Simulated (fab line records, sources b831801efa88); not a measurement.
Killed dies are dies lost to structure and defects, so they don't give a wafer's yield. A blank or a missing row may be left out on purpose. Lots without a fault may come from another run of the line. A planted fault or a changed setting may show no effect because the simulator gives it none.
One fault seen from 2 desks | flow gf180mcu | each desk has only its own numbers; what lay behind them comes last

THE TOOL OWNER'S DESK: implanter-02
The tool's own readings at GF_VT_IMPLANT_IMPLANT_19: means of the sampled wafers that have a number, for each lot that ran on this tool. A lot is out of limits, marked OUT, if its mean lies more than 4 standard deviations from the usual mean; the brackets give that distance.
Columns: A = dose_ions_cm2 at GF_VT_IMPLANT_IMPLANT_19, usual 4.35e+12; B = faraday_current_uA at GF_VT_IMPLANT_IMPLANT_19, usual 24.5
lot  | first seen here | A                          | B
L710 | day 6 06:58     | 4.35e+12                   | 24.5
L711 | day 6 10:41     | 4.35e+12                   | 24.6
L719 | day 8 18:49     | 3.53e+12 (-99 or more) OUT | 19.7 (-10) OUT
L723 | day 9 20:04     | 3.53e+12 (-99 or more) OUT | 20.0 (-9.7) OUT
L732 | day 12 01:12    | 4.35e+12                   | 24.5
L733 | day 12 18:44    | 4.35e+12                   | 23.9
This desk's finding: out of limits on L719, L723; first on L719, day 8 18:49 (dose_ions_cm2 at GF_VT_IMPLANT_IMPLANT_19). In limits: L710, L711, L732, L733.

THE METROLOGY DESK
What the gauges read, lot by lot, whatever tool the lot ran on: means of the sampled wafers that have a number. A lot is out of limits, marked OUT, if its mean lies more than 4 standard deviations from the usual mean; the brackets give that distance.
Columns: A = DNWELL_TW at GF_DNWELL_TW_MEAS_09, usual 1363; B = NWELL_OVL at GF_NWELL_OVL_MEAS_07, usual -0.6 nm; C = VT_IMPLANT_2_TW at GF_VT_IMPLANT_TW_MEAS_21, usual 1217
lot  | first seen here | A    | B    | C
L710 | day 2 19:47     | 1364 | 0.2  | 1229
L711 | day 3 00:18     | 1364 | -0.5 | 1222
L712 | day 3 06:04     | 1359 | -1.5 | 1208
L713 | day 3 11:32     | 1376 | -0.3 | 1233
L719 | day 4 21:51     | 1357 | 0.2  | 1129 (-8.9) OUT
L723 | day 5 18:27     | 1373 | -2.3 | 1145 (-7.3) OUT
L725 | day 6 02:08     | 1377 | -1.0 | 1207
L726 | day 6 07:53     | 1352 | -0.6 | 1211
L727 | day 6 12:20     | 1361 | -0.3 | 1212
L732 | day 7 14:57     | 1355 | 0.4  | 1227
L733 | day 8 04:04     | 1358 | -1.5 | 1212
This desk's finding: out of limits on L719, L723; first on L719, day 8 19:05 (VT_IMPLANT_2_TW at GF_VT_IMPLANT_TW_MEAS_21). In limits: L710, L711, L712, L713, L725, L726, L727, L732, L733.

PUT TOGETHER
The tool owner's desk could have raised an alarm at day 8 18:49, on L719, L723.
The metrology desk could have raised an alarm at day 8 19:05, on L719, L723.
Of the lots named, all ran GF_VT_IMPLANT_IMPLANT_19 on implanter-02.

WHAT THE SIMULATOR HAD PUT IN
Process parameter drift: implanter-02, from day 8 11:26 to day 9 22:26, at GF_VT_IMPLANT_IMPLANT_19. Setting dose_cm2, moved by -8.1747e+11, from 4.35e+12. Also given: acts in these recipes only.
Lots struck among those shown: L719, L723.
Hours from the fault's start to each desk's first reading out of limits: the tool owner's desk, 7; the metrology desk, 8.
